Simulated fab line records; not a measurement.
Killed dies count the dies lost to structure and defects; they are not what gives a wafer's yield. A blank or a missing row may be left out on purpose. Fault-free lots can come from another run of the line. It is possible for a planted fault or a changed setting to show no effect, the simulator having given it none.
Which tool was responsible?    flow sky130    12 lots, 36 wafers sampled, at 2 steps of a route of 708

WHAT THE GAUGES READ, wafer by wafer
SKY_VIA1_BOW_MEAS_03.
lot   measured      on            VIA1_BOW (um)
L767  day 33 11:44  filmMetro-03  87 83 90
L768  day 33 19:48  filmMetro-02  85 81 88
L770  day 34 02:38  filmMetro-01  83 94 81
L772  day 35 01:22  filmMetro-03  79 78 72
L775  day 36 16:07  filmMetro-03  83 88 82
L778  day 37 02:03  filmMetro-02  81 74 78
L782  day 38 05:27  filmMetro-01  75 87 81
L783  day 38 09:50  filmMetro-03  92 81 85
L784  day 38 14:36  filmMetro-02  84 87 90
L787  day 39 08:04  filmMetro-01  76 87 90
L788  day 39 20:05  filmMetro-03  75 82 85
L789  day 40 00:15  filmMetro-01  78 83 73

SKY_VIA1_CD_MEAS_12: the cd target is 150 nm.
lot   measured      on        cdNm (nm)
L767  day 34 14:01  cdSem-02  151.5 151.6 152.8
L768  day 34 21:45  cdSem-02  149.3 148.2 149.3
L770  day 35 04:14  cdSem-02  148.2 148.2 148.6
L772  day 36 03:11  cdSem-02  152.2 150.3 152.1
L775  day 37 17:45  cdSem-02  151.6 151.4 152.2
L778  day 38 02:55  cdSem-01  150.1 150.5 151.0
L782  day 39 06:21  cdSem-01  150.1 149.6 149.8
L783  day 39 10:14  cdSem-01  150.2 151.5 153.2
L784  day 39 13:28  cdSem-01  147.0 148.9 147.8
L787  day 40 08:02  cdSem-02  149.6 149.8 150.7
L788  day 40 20:11  cdSem-02  149.2 148.4 147.6
L789  day 41 00:19  cdSem-02  151.1 151.3 152.7

TOOL THAT RAN EACH LOT (tool first, then ch and the chambers of the sampled wafers, then the start)
The record holds no process step before these readings.

AS READ BY THE TOOLS THEMSELVES (means over the sampled wafers that have a number; for cases with no such wafer, the mark the record gives instead)
The record holds no such reading with a usual standard deviation.

THE ANSWER, worked out from the rows above alone
Rule: what is usual is taken from the lots themselves. Put in order of their means at a reading, lots are off if they are a third of the lots or fewer, leave a main group of 4 or more, and stand apart from it by a gap of 3 or more times the standard deviation of the main group's means; of several such gaps the widest counts. If all means in a main group match to the digits the tables above print for the reading, that group is not used. A lot without any number at a reading at which 4 lots or more have one is off too. Any other lot the step has rows for is counted as sound. First the gauges in route order, then the tools' own readings, where a lot's mean is used as printed above. At the first step where some lot is off, the reading lying furthest off is the one used; lots without a number count as furthest.
Across all readings shown, no lot is off: no conclusion can be drawn from this.

WHAT WAS PUT IN BY THE SIMULATOR
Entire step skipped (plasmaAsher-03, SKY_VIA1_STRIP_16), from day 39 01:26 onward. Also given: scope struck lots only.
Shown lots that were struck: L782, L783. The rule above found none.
